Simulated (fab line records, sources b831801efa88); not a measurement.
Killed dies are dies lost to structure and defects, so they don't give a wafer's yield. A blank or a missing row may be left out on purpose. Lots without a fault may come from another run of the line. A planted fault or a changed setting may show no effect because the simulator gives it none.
fab line records | flow sky130
record lots=13 wafers=39 last_day=50
route steps=708 shown SONOS_TUNNEL@161 LDD_LDN@296 POLY_CUT@318 LOCAL_INTERCONNECT@399 PAD_OPEN@708
lots that met no fault: from a run of the same line without faults
start_h: hours from the record's first day to the start of the lot's first wafer shown | wait_h: hours since the lot's step before | " the same as in the row above | L1.1+2: a row that stands for several wafers | - no value, or no start given | * or withheld: withheld | < > ~ a bound
route shown NAME@n: a module of which the file shows steps, and the number in the route of the first | usual: mean/standard deviation of fault-free wafers | same: alike in all rows | chamber/n: place in a boat | sites: the reading at each site | _std_site: their standard deviation | _edge_site: outer sites' mean less inner sites' | radius_mm: how far each site lies from the wafer's centre | mask NAME#n: copy n | behind: the tool/chamber that last shaped the wafer | hold: why the lot was held/for how many hours/how that ended | device: the transistor (n, p or np) that didn't switch | end of line: the same wafers' tests at the end of the route | a step without rows: its recipe alone | killed: dies lost to structure and defects at the first sort, not the wafer's yield | map: a wafer's dies, x killed, . not, _ none there
set.NAME: the setting as run; set.NAME@STEP: as run at that earlier step | model.NAME: the simulator's own value behind a step, which no gauge read
steps of the route over a sample of lots; a table a step, a row a wafer
services: from which hour (start_h, from the record's first day; less than 0 if before it) a tool's chamber was out of use, for how many hours, and why
## steps
# step SKY_SONOS_TUNNEL_CD_MEAS_07
# recipe target_cd_nm=410
# usual cd_nm=409.8/2
# columns lot.wafer tool chamber start_h wait_h cd_nm
L519.1 cd_sem-01 - 250.35 0.1 409.7
L519.4 " - " " 408.1
L519.6 " - " " 408.8
L521.2 cd_sem-02 - 258.08 0.1 412.1
L521.4 " - " " 410.6
L521.5 " - " " 411.5
L524.3 cd_sem-01 - 301.20 0.1 406.3
L524.4 " - " " 406.9
L524.5 " - " " 408.7
L523.1 cd_sem-01 - 303.13 0.1 410.8
L523.5 " - " " 407.0
L523.6 " - " " 408.8
L526.2 cd_sem-02 - 313.67 0.2 410.2
L526.3 " - " " 411.2
L526.5 " - " " 407.3
L527.1 cd_sem-02 - 316.03 0.1 410.3
L527.2 " - " " 412.1
L527.5 " - " " 407.8
L533.1 cd_sem-01 - 358.68 0.1 412.3
L533.2 " - " " 410.6
L533.3 " - " " 411.2
L534.2 cd_sem-02 - 368.02 0.2 410.6
L534.5 " - " " 408.2
L534.6 " - " " 411.2
L535.2 cd_sem-02 - 375.28 0.1 406.5
L535.3 " - " " 409.7
L535.5 " - " " 410.5
L538.3 cd_sem-01 - 401.77 0.1 407.7
L538.5 " - " " 406.4
L538.6 " - " " 410.3
L539.1 cd_sem-02 - 407.57 0.1 409.4
L539.2 " - " " 411.4
L539.6 " - " " 409.2
L540.2 cd_sem-01 - 419.57 0.1 404.8
L540.4 " - " " 409.5
L540.5 " - " " 406.5
L542.3 cd_sem-01 - 433.85 0.1 411.6
L542.5 " - " " 410.8
L542.6 " - " " 410.6
# step SKY_LDD_LDN_OVL_MEAS_07
# usual LDD_LDN_OVL=-1.2/1.3
# columns lot.wafer tool chamber start_h wait_h LDD_LDN_OVL[nm]
L519.1 overlay-02 - 523.93 0.1 -2.5
L519.4 " - " " -1.7
L519.6 " - " " -3.5
L521.2 overlay-02 - 532.11 0.1 -3.1
L521.4 " - " " -2.5
L521.5 " - " " -2.9
L524.3 overlay-01 - 582.55 0.1 -1.4
L524.4 " - " " -1.2
L524.5 " - " " -3.0
L523.1 overlay-02 - 592.11 0.1 -0.5
L523.5 " - " " -0.7
L523.6 " - " " -1.4
L526.2 overlay-01 - 595.06 0.1 -1.7
L526.3 " - " " -0.3
L526.5 " - " " -1.0
L527.1 overlay-01 - 601.76 0.1 -1.9
L527.2 " - " " -2.4
L527.5 " - " " -1.5
L533.1 overlay-01 - 641.79 0.1 -1.6
L533.2 " - " " -1.2
L533.3 " - " " -2.3
L534.2 overlay-02 - 651.21 0.1 0.2
L534.5 " - " " -2.2
L534.6 " - " " -0.1
L535.2 overlay-01 - 658.64 0.1 -0.6
L535.3 " - " " -1.7
L535.5 " - " " -1.9
L538.3 overlay-01 - 685.99 0.1 0.0
L538.5 " - " " 0.4
L538.6 " - " " 2.4
L539.1 overlay-01 - 687.28 0.1 -3.1
L539.2 " - " " -0.4
L539.6 " - " " 0.1
L540.2 overlay-02 - 713.98 0.1 -1.2
L540.4 " - " " -2.8
L540.5 " - " " -0.5
L542.3 overlay-02 - 717.67 0.1 -2.0
L542.5 " - " " -3.5
L542.6 " - " " -2.7
# step SKY_POLY_CUT_ETCH_11
# recipe target=Si3N4 chemistry=CF4/CH2F2/Ar stop_on=poly-Si source_w=600 bias_w=150 pressure_mtorr=40 cf4_flow_sccm=40 ch2f2_flow_sccm=20 Ar_flow_sccm=150 time_s=42.5 target_depth_a=600
# usual bias_w=149.9/0.41 cf4_flow_sccm=40.00/0.12 drypump_motor_current_A=5.6/0.41 oes_product_au=0.829/0.0064 throttle_valve_pct=14.996/0.0093
# columns lot.wafer tool chamber start_h wait_h bias_w cf4_flow_sccm drypump_motor_current_A oes_product_au rf_hours_counter_h throttle_valve_pct
L519.1 rie_diel-02 3 556.23 0.0 150.6 39.99 6.1 0.828 11 14.983
L519.4 " 0 " " 149.7 40.10 5.6 0.839 66 14.988
L519.6 " 0 " " 149.2 40.10 5.6 0.835 - 14.985
L521.2 rie_diel-01 3 565.00 0.0 150.1 39.99 5.5 0.821 3 14.997
L521.4 " 0 " " 149.8 40.08 5.6 0.824 6 14.987
L521.5 " 1 " " 149.3 39.99 4.9 0.820 - 14.996
L524.3 rie_diel-01 3 619.10 0.0 - - - - - -
L524.4 " 1 " " - - - - - -
L524.5 " 2 " " - - - - - -
L523.1 rie_diel-01 1 624.35 0.0 - - - - - -
L523.5 " 3 " " - - - - - -
L523.6 " 2 " " - - - - - -
L526.2 rie_diel-04 3 627.19 0.0 - - - - - -
L526.3 " 0 " " - - - - - -
L526.5 " 3 " " - - - - - -
L527.1 rie_diel-01 1 634.65 0.0 149.9 40.08 4.9 0.818 11 14.987
L527.2 " 2 " " 150.0 39.97 5.6 0.812 10 14.994
L527.5 " 2 " " 150.0 39.85 5.6 0.824 - 14.983
L533.1 rie_diel-02 3 672.74 0.0 149.9 40.17 6.1 0.833 13 14.986
L533.2 " 1 " " 150.2 39.93 6.5 0.829 7 15.001
L533.3 " 2 " " 149.7 40.11 6.0 0.828 13 14.988
L534.2 rie_diel-01 3 681.59 0.0 149.6 40.12 5.5 0.829 6 14.996
L534.5 " 3 " " 149.6 40.09 5.5 0.827 - 15.002
L534.6 " 0 " " 150.2 39.93 5.6 0.826 - 14.995
L535.2 rie_diel-01 1 689.15 0.0 150.0 40.00 4.9 0.833 13 14.989
L535.3 " 0 " " 149.9 40.09 5.6 0.836 9 14.998
L535.5 " 3 " " 149.4 39.90 5.5 0.836 - 15.006
L539.1 rie_diel-02 2 722.54 0.0 149.8 39.96 6.0 0.836 14 15.002
L539.2 " 3 " " 149.0 40.04 6.1 0.833 14 15.003
L539.6 " 3 " " 150.1 39.97 6.1 0.829 - 15.006
L538.3 rie_diel-04 3 722.89 0.0 150.5 40.03 5.2 0.838 3 15.006
L538.5 " 0 " " 150.0 39.85 5.5 0.822 - 14.991
L538.6 " 3 " " 150.1 40.15 5.2 0.830 - 15.002
L540.2 rie_diel-01 3 745.72 0.0 149.8 40.21 5.5 0.840 8 15.017
L540.4 " 2 " " 149.3 39.96 5.6 0.835 13 14.994
L540.5 " 2 " " 150.0 39.85 5.6 0.833 - 15.009
L542.3 rie_diel-04 0 747.49 0.0 149.2 39.85 5.5 0.835 5 14.996
L542.5 " 1 " " 149.9 40.06 5.2 0.827 - 14.991
L542.6 " 2 " " 149.6 39.97 6.1 0.836 - 14.997
# step SKY_LOCAL_INTERCONNECT_OVL_MEAS_12
# usual LOCAL_INTERCONNECT_OVL=-4/7.1
# columns lot.wafer tool chamber start_h wait_h LOCAL_INTERCONNECT_OVL[nm]
L519.1 overlay-01 - 703.92 0.1 6
L519.4 " - " " -1
L519.6 " - " " 9
L521.2 overlay-02 - 711.72 0.1 -4
L521.4 " - " " -7
L521.5 " - " " -4
L527.1 overlay-01 - 777.96 0.1 5
L527.2 " - " " -6
L527.5 " - " " 0
L533.1 overlay-01 - 814.28 0.1 1
L533.2 " - " " -6
L533.3 " - " " 3
L534.2 overlay-02 - 821.22 0.1 -4
L534.5 " - " " -5
L534.6 " - " " 0
L535.2 overlay-02 - 829.27 0.1 -15
L535.3 " - " " -26
L535.5 " - " " -8
L539.1 overlay-02 - 861.08 0.1 -10
L539.2 " - " " -9
L539.6 " - " " -2
L538.3 overlay-02 - 861.12 0.1 -4
L538.5 " - " " -4
L538.6 " - " " -5
L540.2 overlay-01 - 880.77 0.1 3
L540.4 " - " " 8
L540.5 " - " " 7
L542.3 overlay-01 - 882.88 0.1 -4
L542.5 " - " " -8
L542.6 " - " " -5
# step SKY_PAD_OPEN_PROBE_99
# usual killed_at_M0_to_M3=42/7.4 killed_at_M4_up=3.3/2.1 killed_at_contacts=24/5.3 killed_at_front_end=15/4.5 killed_at_other=0.3/0.57 killed_dies=84/10 killed_on_rim=17/3.8 killed_open=46/7.5 killed_short=38/6.4
# same gross_dies=492 killed_at_back_side=0
# columns lot.wafer tool chamber start_h wait_h hold killed_at_M0_to_M3 killed_at_M4_up killed_at_contacts killed_at_front_end killed_at_other killed_dies killed_on_rim killed_open killed_short
L521.2 prober-02 - 1080.25 0.1 - 38 2 24 17 0 81 12 42 39
L521.4 prober-02 - 1080.35 0.2 - 45 4 16 15 0 80 18 38 42
L521.5 prober-02 - 1080.40 0.2 - 43 2 35 15 0 95 20 52 43
L524.3 prober-01 - 1119.04 0.2 await_dispo/2.5h/scrap 38 4 30 420 0 492 96 42 41
L524.4 prober-01 - 1119.09 0.2 await_dispo/2.5h/scrap 50 7 22 413 0 492 96 43 47
L524.5 prober-01 - 1119.14 0.2 await_dispo/2.5h/scrap 46 3 19 424 0 492 96 41 46
L523.1 prober-02 - 1119.09 0.1 await_dispo/1.2h/scrap 27 1 28 435 1 492 96 40 40
L523.5 prober-02 - 1119.29 0.2 await_dispo/1.2h/scrap 34 5 14 437 2 492 96 37 31
L523.6 prober-02 - 1119.34 0.2 await_dispo/1.2h/scrap 46 3 27 415 1 492 96 48 44
L526.2 prober-01 - 1123.70 0.1 await_dispo/4.1h/scrap 50 5 28 409 0 492 96 54 45
L526.3 prober-01 - 1123.75 0.2 await_dispo/4.1h/scrap 40 4 26 422 0 492 96 51 34
L526.5 prober-01 - 1123.85 0.2 await_dispo/4.1h/scrap 57 3 19 413 0 492 96 51 43
L538.3 prober-01 - 1185.76 0.2 - 50 1 23 15 0 89 13 49 40
L538.5 prober-01 - 1185.86 0.2 - 34 2 15 18 0 69 13 32 37
L538.6 prober-01 - 1185.91 0.2 - 37 3 18 17 0 75 17 43 32
# killed by level:class
L521.2 VIA1:geometric_particle:open=12 METAL1:geometric_particle:short=8 CONTACT:geometric_particle:short=7 VIA2:geometric_particle:open=6 POLY_GATE:geometric_particle:open=5 LI_CONTACT:geometric_particle:open=5 LOCAL_INTERCONNECT:geometric_particle:short=5 CONTACT:geometric_particle:open=5
L521.4 VIA1:geometric_particle:open=13 METAL3:geometric_particle:short=6 VIA3:geometric_particle:open=6 CONTACT:geometric_particle:open=5 METAL1:geometric_particle:short=5 POLY_GATE:geometric_particle:short=4 LI_CONTACT:geometric_particle:open=4 VIA2:geometric_particle:open=4
L521.5 CONTACT:geometric_particle:open=11 VIA2:geometric_particle:open=9 LI_CONTACT:geometric_particle:open=8 CONTACT:geometric_particle:short=6 VIA1:geometric_particle:open=6 FIELD_ISO:geometric_particle:open=5 LI_CONTACT:geometric_particle:short=5 VIA3:geometric_particle:open=5
L524.3 POLY_CUT:area_etch=409 CONTACT:geometric_particle:open=13 METAL2:geometric_particle:short=8 LI_CONTACT:geometric_particle:open=7 VIA1:geometric_particle:short=6 VIA1:geometric_particle:open=5 CONTACT:geometric_particle:short=5 VIA3:geometric_particle:open=5
L523.1 POLY_CUT:area_etch=411 FIELD_ISO:geometric_particle:open=9 LI_CONTACT:geometric_particle:open=8 FIELD_ISO:geometric_particle:short=7 CONTACT:geometric_particle:open=7 VIA2:geometric_particle:open=7 CONTACT:geometric_particle:short=6 POLY_GATE:geometric_particle:short=5
L524.4 POLY_CUT:area_etch=402 VIA1:geometric_particle:open=11 METAL2:geometric_particle:short=9 VIA2:geometric_particle:open=8 VIA3:geometric_particle:open=6 METAL4:geometric_particle:short=6 LI_CONTACT:geometric_particle:short=5 LI_CONTACT:geometric_particle:open=5
L524.5 POLY_CUT:area_etch=405 METAL2:geometric_particle:short=10 METAL1:geometric_particle:short=9 LI_CONTACT:geometric_particle:open=7 VIA2:geometric_particle:open=7 VIA3:geometric_particle:open=5 FIELD_ISO:geometric_particle:short=4 SPACER:geometric_particle:open=4
L523.5 POLY_CUT:area_etch=422 LI_CONTACT:geometric_particle:open=9 METAL1:geometric_particle:short=8 VIA1:geometric_particle:open=8 METAL4:geometric_particle:short=4 VIA3:geometric_particle:short=4 VIA2:geometric_particle:open=4 FIELD_ISO:geometric_particle:open=3
L523.6 POLY_CUT:area_etch=400 CONTACT:geometric_particle:open=13 VIA1:geometric_particle:open=8 METAL1:geometric_particle:short=7 METAL2:geometric_particle:short=6 LI_CONTACT:geometric_particle:open=5 VIA3:geometric_particle:short=5 LOCAL_INTERCONNECT:geometric_particle:short=4
L526.2 POLY_CUT:area_etch=393 VIA1:geometric_particle:open=16 METAL2:geometric_particle:short=10 CONTACT:geometric_particle:open=10 LI_CONTACT:geometric_particle:open=9 METAL1:geometric_particle:short=5 METAL4:geometric_particle:short=5 POLY_GATE:geometric_particle:open=4
L526.3 POLY_CUT:area_etch=407 VIA2:geometric_particle:open=9 CONTACT:geometric_particle:open=8 LI_CONTACT:geometric_particle:open=6 VIA3:geometric_particle:open=6 METAL1:geometric_particle:short=6 FIELD_ISO:geometric_particle:open=5 CONTACT:geometric_particle:short=4
L526.5 POLY_CUT:area_etch=398 VIA1:geometric_particle:open=14 VIA2:geometric_particle:open=12 CONTACT:geometric_particle:open=7 VIA3:geometric_particle:open=6 FIELD_ISO:geometric_particle:open=5 LOCAL_INTERCONNECT:geometric_particle:short=5 METAL3:geometric_particle:short=5
L538.3 VIA1:geometric_particle:open=14 VIA2:geometric_particle:open=7 FIELD_ISO:geometric_particle:open=6 LI_CONTACT:geometric_particle:open=6 CONTACT:geometric_particle:open=6 METAL1:geometric_particle:short=6 VIA2:geometric_particle:short=6 METAL2:geometric_particle:short=5
L538.5 VIA1:geometric_particle:short=8 VIA1:geometric_particle:open=6 FIELD_ISO:geometric_particle:short=5 VIA3:geometric_particle:open=4 POLY_GATE:geometric_particle:short=4 CONTACT:geometric_particle:open=4 VIA2:geometric_particle:open=4 FIELD_ISO:geometric_particle:open=3
L538.6 VIA1:geometric_particle:open=12 CONTACT:geometric_particle:open=7 METAL3:geometric_particle:short=5 POLY_GATE:geometric_particle:open=5 VIA2:geometric_particle:open=5 LI_CONTACT:geometric_particle:open=4 METAL1:geometric_particle:short=4 VIA2:geometric_particle:short=4
## services
# columns tool chamber start_h hours kind
rie_diel-04 3 548.43 - clean
rie_diel-04 3 548.43 23.6 scheduled_down
rie_diel-04 3 548.43 23.6 vent_cycle
rie_diel-02 2 569.20 1.6 repair
rie_diel-04 - 604.55 1.0 repair
rie_diel-01 0 607.92 13.9 repair
rie_diel-01 3 608.68 4.2 repair
rie_diel-02 0 616.63 - clean
rie_diel-02 0 616.63 21.9 scheduled_down
rie_diel-02 0 616.63 21.9 vent_cycle
rie_diel-01 0 622.67 9.8 repair
rie_diel-04 - 631.94 0.4 repair
rie_diel-01 3 634.01 9.6 repair
rie_diel-04 - 645.28 2.8 pm
rie_diel-04 - 654.56 10.0 pm
rie_diel-01 0 675.83 2.0 repair
rie_diel-02 2 687.70 9.9 repair
## key
first_sign step=SKY_POLY_CUT_ETCH_11 reading=tool_record direction=missing
effect step=SKY_PAD_OPEN_PROBE_99 reading=killed_at_front_end direction=up sigmas=91 usual=15 struck=421
more_kills_born_at SKY_POLY_CUT_ETCH_11@rie_diel-01=2449 SKY_POLY_CUT_ETCH_11@rie_diel-04=1198
met_at SKY_POLY_CUT_ETCH_11
struck_lots L523,L524,L526
later_rows_left_out L523.1,L523.5,L523.6,L524.3,L524.4,L524.5,L526.2,L526.3,L526.5
tester_left_out L523,L524,L526
not_acting_at SKY_SONOS_TUNNEL_CD_MEAS_07,SKY_LDD_LDN_OVL_MEAS_07,SKY_LOCAL_INTERCONNECT_OVL_MEAS_12
onset_between 565.00 619.10
fault kind=skipped_step_whole tool=rie_diel-01,rie_diel-04 chamber=- onset_h=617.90 steps=SKY_POLY_CUT_ETCH_11 scope=struck_lots_only
# tester_left_out: of these lots the tester's yield and bins aren't shown, on N5 and GAA mostly nor the transistor test; their killed dies are dies lost to structure and defects alone, not to doping, threshold or leakage, so they don't give the yield
# later_rows_left_out: the simulator's readings of these wafers behind a module that went badly wrong aren't trusted and aren't shown, but for the sort
